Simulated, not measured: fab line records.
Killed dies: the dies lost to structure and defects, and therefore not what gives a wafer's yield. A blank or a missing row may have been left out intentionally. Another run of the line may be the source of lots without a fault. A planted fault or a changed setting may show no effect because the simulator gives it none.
The tool behind it: which one? -- flow gf180mcu -- 42 wafers from 14 lots sampled at 4 of the route's 602 steps

## WHAT EACH GAUGE READ, for each wafer
GF_STI_CD_MEAS_12: target cd 220 nm.
lot,measured,on,cdNm (nm)
L748,day 2 01:28,cdSem-02,219.3 219.8 218.5
L749,day 2 12:40,cdSem-01,220.3 219.7 219.9
L750,day 2 13:08,cdSem-01,220.7 221.6 220.2
L752,day 3 02:05,cdSem-01,219.3 219.3 219.6
L753,day 3 02:19,cdSem-02,221.5 219.8 219.0
L754,day 3 13:40,cdSem-02,219.8 219.0 220.4
L755,day 3 15:04,cdSem-01,220.8 221.3 220.4
L756,day 3 18:49,cdSem-01,219.8 220.2 219.0
L759,day 4 10:02,cdSem-01,220.5 219.5 217.0
L763,day 5 06:07,cdSem-01,219.0 218.9 220.0
L765,day 5 19:37,cdSem-01,221.3 222.0 221.1
L766,day 5 22:59,cdSem-02,218.7 219.0 218.3
L768,day 6 08:42,cdSem-02,219.6 218.9 219.1
L771,day 7 00:22,cdSem-01,218.6 218.6 219.0

GF_MVPSD_TW_MEAS_11.
lot,measured,on,MVPSD_TW
L748,day 5 10:05,filmMetro-02,561 560 565
L749,day 5 19:40,filmMetro-01,554 557 552
L750,day 5 18:34,filmMetro-02,558 558 560
L752,day 6 09:36,filmMetro-01,550 549 552
L753,day 6 09:46,filmMetro-01,546 549 546
L754,day 6 20:32,filmMetro-02,564 562 565
L755,day 6 18:14,filmMetro-02,562 561 563
L756,day 6 21:50,filmMetro-01,548 552 553
L759,day 7 15:12,filmMetro-02,562 558 561
L763,day 8 18:46,filmMetro-01,550 547 547
L765,day 9 08:35,filmMetro-01,551 551 555
L766,day 9 12:19,filmMetro-04,543 541 540
L768,day 9 23:58,filmMetro-01,552 553 551
L771,day 10 16:58,filmMetro-02,559 560 563

## WHICH TOOL RAN EACH LOT (tool, then ch and the chambers of the sampled wafers, then the start)
lot,GF_NWELL_DEVELOP_06,GF_MVPSD_STRIP_10
L748,"lithoTrack-01 ch 0, day 3 16:00","plasmaAsher-04 ch 0,1, day 5 10:00"
L749,"lithoTrack-01 ch 0, day 4 01:00","plasmaAsher-01 ch 0,1, day 5 19:34"
L750,"lithoTrack-03 ch 0, day 4 00:00","plasmaAsher-01 ch 0,1, day 5 18:28"
L752,"lithoTrack-02 ch 0, day 4 09:00","plasmaAsher-01 ch 0,1, day 6 09:30"
L753,"lithoTrack-01 ch 0, day 4 09:00","plasmaAsher-04 ch 1, day 6 09:40"
L754,"lithoTrack-03 ch 0, day 4 23:00","plasmaAsher-04 ch 0,1, day 6 20:27"
L755,"lithoTrack-03 ch 0, day 4 22:00","plasmaAsher-04 ch 0,1, day 6 18:09"
L756,"lithoTrack-02 ch 0, day 5 01:00","plasmaAsher-04 ch 0,1, day 6 21:45"
L759,"lithoTrack-03 ch 0, day 5 17:00","plasmaAsher-03 ch 0,1, day 7 15:06"
L763,"lithoTrack-01 ch 0, day 6 17:00","plasmaAsher-04 ch 0,1, day 8 18:40"
L765,"lithoTrack-02 ch 0, day 7 06:00","plasmaAsher-03 ch 0,1, day 9 08:30"
L766,"lithoTrack-03 ch 0, day 7 09:00","plasmaAsher-01 ch 0,1, day 9 12:12"
L768,"lithoTrack-03 ch 0, day 7 21:00","plasmaAsher-01 ch 1, day 9 23:51"
L771,"lithoTrack-02 ch 0, day 8 12:00","plasmaAsher-01 ch 0,1, day 10 16:52"
- GF_NWELL_DEVELOP_06: develop time 60 s.
- GF_MVPSD_STRIP_10: strips in O2/N2.

## AS READ BY THE TOOLS THEMSELVES (means over the sampled wafers that have a number; for cases with no such wafer, the mark the record gives instead)
GF_NWELL_DEVELOP_06.
lot,tool,developerTempC (C),exhaustPa (Pa)
L748,lithoTrack-01,22.99,45.6
L749,lithoTrack-01,23.18,45.1
L750,lithoTrack-03,23.03,44.9
L752,lithoTrack-02,23.26,46.2
L753,lithoTrack-01,22.98,45.1
L754,lithoTrack-03,23.02,43.6
L755,lithoTrack-03,22.96,43.0
L756,lithoTrack-02,23.16,45.8
L759,lithoTrack-03,23.05,44.6
L763,lithoTrack-01,23.04,45.3
L765,lithoTrack-02,23.02,44.5
L766,lithoTrack-03,22.09,46.4
L768,lithoTrack-03,22.08,43.7
L771,lithoTrack-02,22.95,44.6

GF_MVPSD_STRIP_10.
lot,tool,drypumpMotorCurrentA (A),heaterPowerW (W),o2FlowSccm (sccm),oesProductAu (a.u.),platenTempC (C),stripTimeToEndpointS (s)
L748,plasmaAsher-04,5.6,336,2999,0.715,249.89,36.97
L749,plasmaAsher-01,5.6,356,2994,0.721,250.02,37.13
L750,plasmaAsher-01,5.6,352,3003,0.721,249.96,36.93
L752,plasmaAsher-01,5.6,376,2994,0.723,250.07,36.92
L753,plasmaAsher-04,6.1,370,2998,0.722,249.80,37.10
L754,plasmaAsher-04,5.9,353,3008,0.726,250.01,36.95
L755,plasmaAsher-04,5.9,358,2995,0.719,250.14,36.95
L756,plasmaAsher-04,5.6,335,2999,0.721,249.90,37.12
L759,plasmaAsher-03,5.9,293,3006,0.724,250.13,36.96
L763,plasmaAsher-04,5.9,353,3003,0.722,249.88,37.11
L765,plasmaAsher-03,6.2,298,2994,0.725,249.94,37.02
L766,plasmaAsher-01,5.6,351,2993,0.722,249.91,36.94
L768,plasmaAsher-01,5.6,393,2992,0.720,249.99,36.95
L771,plasmaAsher-01,5.7,370,2992,0.716,250.04,36.88

## THE ANSWER, worked out from the rows above alone
Rule: the lots themselves supply what counts as usual. The widest of any qualifying gaps counts: lots, ordered by their means at a reading, are off when they make up no more than a third of the lots, leave a main group of 4 or more, and stand apart from it by 3 or more times the standard deviation of that group's means. A main group whose means are all the same, to the digits that the tables above print for the reading, isn't used. Also off: a lot with no number at a reading for which 4 or more lots have one. Where the step has rows for the other lots, those lots are counted as sound. The gauges are gone through in route order, then the tools' own readings, and for those a lot's mean is taken as printed above. The first step at which some lot is off is used, and at that step the reading that is off furthest; a lot without a number counts as furthest.
Off, at GF_NWELL_DEVELOP_06 on developerTempC: L766, L768. The main group has a mean of 23.05 C with a standard deviation of 0.092.
If a tool, at that step or one of the process steps before it, ran each lot that is off and ran no sound lot following the first of them, it fits. One fits: lithoTrack-03 at GF_NWELL_DEVELOP_06. Its last sound lot is L759 (day 5 17:00), its first lot that is off L766 (day 7 09:00): a fault that began between those two fits.
On the lots that are off, the tool's own readings at GF_NWELL_DEVELOP_06 differ by more than 5 times the standard deviation of the sound lots' means, which bears it out; developerTempC reads 22.09 C there versus 23.05 C on the sound lots.

## WHAT THE SIMULATOR HAD INSERTED
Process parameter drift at GF_NWELL_DEVELOP_06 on lithoTrack-03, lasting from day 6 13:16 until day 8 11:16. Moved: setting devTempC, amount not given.
Lots struck among those shown: L766, L768. This agrees with what the rule above found.
